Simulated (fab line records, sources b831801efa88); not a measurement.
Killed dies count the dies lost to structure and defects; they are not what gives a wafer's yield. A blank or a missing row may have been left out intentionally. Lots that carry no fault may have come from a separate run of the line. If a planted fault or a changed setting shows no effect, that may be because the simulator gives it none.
One fault through the eyes of 2 desks    flow gf180mcu    each desk has only its own numbers; what lay behind them comes last

METROLOGY DESK
What the gauges read for every lot (on any tool): the sampled wafers with a number, averaged. If a lot's mean is further than 4 standard deviations from the usual mean, the lot is out of limits and carries the mark OUT (the distance appears in the brackets).
Columns: A = NSD_RS at GF_PSD_RS_MEAS_14, usual 46.11 ohm/sq; B = cdNm at GF_CONTACT_CD_MEAS_14, usual 219.6 nm
lot   first seen here  A      B
L304  day 14 04:01     46.16  222.2
L305  day 14 22:22     45.98  217.8
L307  day 15 01:50     46.07  219.4
L309  day 16 00:16     46.05  218.7
L310  day 16 15:12     46.24  219.4
L320  day 19 15:20     46.17  220.5
L321  day 20 06:59     46.17  222.2
L322  day 20 13:50     46.11  220.2
L323  day 20 22:19     46.18  219.8
L324  day 21 15:54     46.17  220.2
L326  day 22 03:04     46.18  218.5
L327  day 22 08:39     46.14  219.2
Finding of this desk: none of the 12 lots has anything out of limits.

FOR THE TOOL OWNER'S DESK: rtpAnneal-01
At GF_PSD_RTA_13 (time 20 s), the tool's own readings, given per lot that ran on this tool as the mean of the sampled wafers with a number. If a lot's mean is further than 4 standard deviations from the usual mean, the lot is out of limits and carries the mark OUT (the distance appears in the brackets).
Columns: A = annealTempCMax at GF_PSD_RTA_13, usual 1031.2; B = chamberO2Ppm at GF_PSD_RTA_13, usual 1.993; C = lampPowerPct at GF_PSD_RTA_13, usual 33.7 %; D = wafer_temp_C_max at GF_PSD_RTA_13, usual 1031.2
lot   first seen here  A       B      C     D
L307  day 15 01:44     1032.9  2.014  32.2  1030.5
L324  day 21 15:46     1033.0  2.000  32.2  1031.1
L327  day 22 08:34     1033.8  1.991  32.2  1032.0
Finding of this desk: none of the 3 lots has anything out of limits.

BROUGHT TOGETHER
Nothing out of limits was seen by the metrology desk.
The desk of the tool owner found nothing out of limits.

WHAT THE SIMULATOR HAD PUT IN
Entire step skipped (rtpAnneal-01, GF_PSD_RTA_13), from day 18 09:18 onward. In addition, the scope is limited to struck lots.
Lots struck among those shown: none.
